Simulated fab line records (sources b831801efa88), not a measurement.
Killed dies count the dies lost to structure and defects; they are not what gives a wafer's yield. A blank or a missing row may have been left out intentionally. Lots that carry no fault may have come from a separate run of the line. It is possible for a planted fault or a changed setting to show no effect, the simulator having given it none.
Which tool is to blame?    flow sky130    12 lots with 36 wafers sampled at 3 steps, on a route of 708 steps

== WHAT THE GAUGES SHOWED, per wafer ==
SKY_VT_ADJUST_HVTP_CD_MEAS_07 targets a cd of 380 nm. Usual: 379.9 nm for cd-nm, sd 2.1.
lot   measured      on         cd-nm (nm)         flag
L675  day 6 10:48   cd-sem-01  380.1 378.5 380.5  
L676  day 6 14:28   cd-sem-02  385.2 379.9 380.0  
L678  day 7 03:26   cd-sem-01  380.2 378.7 378.2  
L679  day 7 12:04   cd-sem-01  378.8 378.3 378.7  
L680  day 7 19:31   cd-sem-02  379.5 382.0 380.7  
L681  day 8 04:10   cd-sem-02  384.6 385.5 385.3  
L682  day 8 04:25   cd-sem-01  384.3 382.2 382.7  
L684  day 8 19:29   cd-sem-01  379.5 376.9 380.5  
L685  day 8 23:10   cd-sem-02  379.6 379.5 378.9  
L694  day 11 07:56  cd-sem-02  382.6 380.8 380.2  
L695  day 11 14:17  cd-sem-01  380.8 381.1 379.5  
L697  day 12 04:05  cd-sem-02  377.5 379.4 376.8  

SKY_GATE_OXIDE_THK_MEAS_02. Usual: GATE_OXIDE_OXIDATION_00_THK typically reads 10.32 nm, with standard deviation 0.2.
lot   measured      on             GATE_OXIDE_OXIDATION_00_THK (nm)  flag
L675  day 13 06:18  film-metro-03  10.09 9.88 9.94                   
L676  day 13 11:55  film-metro-02  9.95 10.08 9.99                   
L678  day 14 04:53  film-metro-02  9.93 10.05 10.17                  
L679  day 14 14:10  film-metro-02  10.21 10.21 10.34                 
L680  day 15 02:28  film-metro-02  10.27 10.38 10.24                 
L681  day 15 11:47  film-metro-04  10.38 10.25 10.34                 
L682  day 15 14:41  film-metro-02  10.36 10.17 10.35                 
L684  day 16 10:41  film-metro-02  10.61 10.39 10.56                 
L685  day 16 13:39  film-metro-03  10.14 10.04 10.19                 
L694  day 19 18:50  film-metro-02  8.97 8.96 9.08                    OFF
L695  day 20 00:38  film-metro-03  9.33 9.20 9.09                    OFF
L697  day 20 18:06  film-metro-03  10.57 10.38 10.28                 

== TOOL THAT RAN EACH LOT (tool first, then ch and the chambers of the sampled wafers, then the start) ==
lot   SKY_GATE_OXIDE_OXIDATION_01
L675  furnace-02 ch 0, day 13 04:53
L676  furnace-02 ch 0, day 13 10:28
L678  furnace-02 ch 0, day 14 03:27
L679  furnace-01 ch 0, day 14 12:45
L680  furnace-02 ch 0, day 15 01:03
L681  furnace-01 ch 0, day 15 10:22
L682  furnace-01 ch 0, day 15 13:16
L684  furnace-01 ch 0, day 16 09:17
L685  furnace-01 ch 0, day 16 12:14
L694  furnace-01 ch 0, day 19 17:25
L695  furnace-01 ch 0, day 19 23:13
L697  furnace-02 ch 0, day 20 16:41
- SKY_GATE_OXIDE_OXIDATION_01: stabilise 600 s, purge 300 s, target thk 10.268 nm.

== AS READ BY THE TOOLS THEMSELVES (means over the sampled wafers that have a number; for cases with no such wafer, the mark the record gives instead) ==
SKY_GATE_OXIDE_OXIDATION_01. Usual: spike-tc-bottom-C 915.8 C, standard deviation 1.9; spike-tc-centre-C 899.9 C, standard deviation 0.98; spike-tc-lower-C 900.8 C, standard deviation 1.1; spike-tc-top-C 910.7 C, standard deviation 1.4; spike-tc-upper-C 898.6 C, standard deviation 1.2; zone-power-bottom-pct 29.6 %, standard deviation 0.35.
lot   tool        spike-tc-bottom-C (C)  spike-tc-centre-C (C)  spike-tc-lower-C (C)  spike-tc-top-C (C)  spike-tc-upper-C (C)  zone-power-bottom-pct (%)  flag
L675  furnace-02  913.3                  900.0                  900.6                 912.9               898.5                 29.8                       
L676  furnace-02  914.7                  898.4                  898.9                 912.0               897.9                 30.1                       
L678  furnace-02  913.9                  898.8                  901.0                 912.2               898.8                 29.7                       
L679  furnace-01  916.2                  900.4                  900.3                 909.7               898.4                 29.4                       
L680  furnace-02  914.6                  899.3                  899.6                 912.7               897.8                 30.0                       
L681  furnace-01  917.5                  899.9                  901.7                 908.5               899.9                 29.5                       
L682  furnace-01  917.6                  899.6                  900.3                 909.9               900.0                 29.4                       
L684  furnace-01  917.2                  901.1                  901.6                 910.1               898.4                 29.7                       
L685  furnace-01  917.2                  900.4                  900.5                 909.6               898.7                 29.6                       
L694  furnace-01  905.2                  889.0                  888.7                 897.4               887.7                 28.7                       OFF
L695  furnace-01  904.4                  887.8                  889.4                 897.8               886.0                 28.7                       OFF
L697  furnace-02  913.9                  898.6                  901.1                 910.5               898.2                 29.4                       

== THE ANSWER, worked out from the rows above alone ==
Rule: a lot counts as off when the mean over its wafers that have a number is more than 3 standard deviations away from the usual mean. Also off: a lot with no number at a reading for which 4 or more lots have one. The other lots that the step has rows for count as sound. The gauges are gone through in route order, then the tools' own readings, and for those a lot's mean is taken as printed above. At the first step where some lot is off, the reading lying furthest off is the one used; lots without a number count as furthest.
Off: at SKY_GATE_OXIDE_THK_MEAS_02 (GATE_OXIDE_OXIDATION_00_THK), L694, L695.
A tool fits if, at a process step before that reading, it ran every lot that is off, and no sound lot after the first of them. Not tried: the gauges at SKY_GATE_OXIDE_THK_MEAS_02; whatever is off there is also off at SKY_GATE_OXIDE_OXIDATION_01, on other tools, and gauge error can't account for it. One fits: SKY_GATE_OXIDE_OXIDATION_01 on furnace-01. A fault onset in the window from L685 (day 16 12:14, its last sound lot) to L694 (day 19 17:25, its first lot off) fits.
The tool's own readings at SKY_GATE_OXIDE_OXIDATION_01 bear it out: on the lots that are off they differ by more than 5 times the standard deviation of the sound lots' means. spike-tc-bottom-C reads 904.8 C there against 915.6 C on the sound lots; spike-tc-centre-C reads 888.4 C there against 899.6 C on the sound lots; spike-tc-lower-C reads 889.0 C there against 900.6 C on the sound lots; spike-tc-top-C reads 897.6 C there against 910.8 C on the sound lots; spike-tc-upper-C reads 886.9 C there against 898.7 C on the sound lots.

== WHAT THE SIMULATOR HAD PUT IN ==
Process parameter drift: furnace-01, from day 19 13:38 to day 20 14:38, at SKY_GATE_OXIDE_OXIDATION_01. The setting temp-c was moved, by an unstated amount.
Lots struck among those shown: L694, L695. This agrees with what the rule above found.
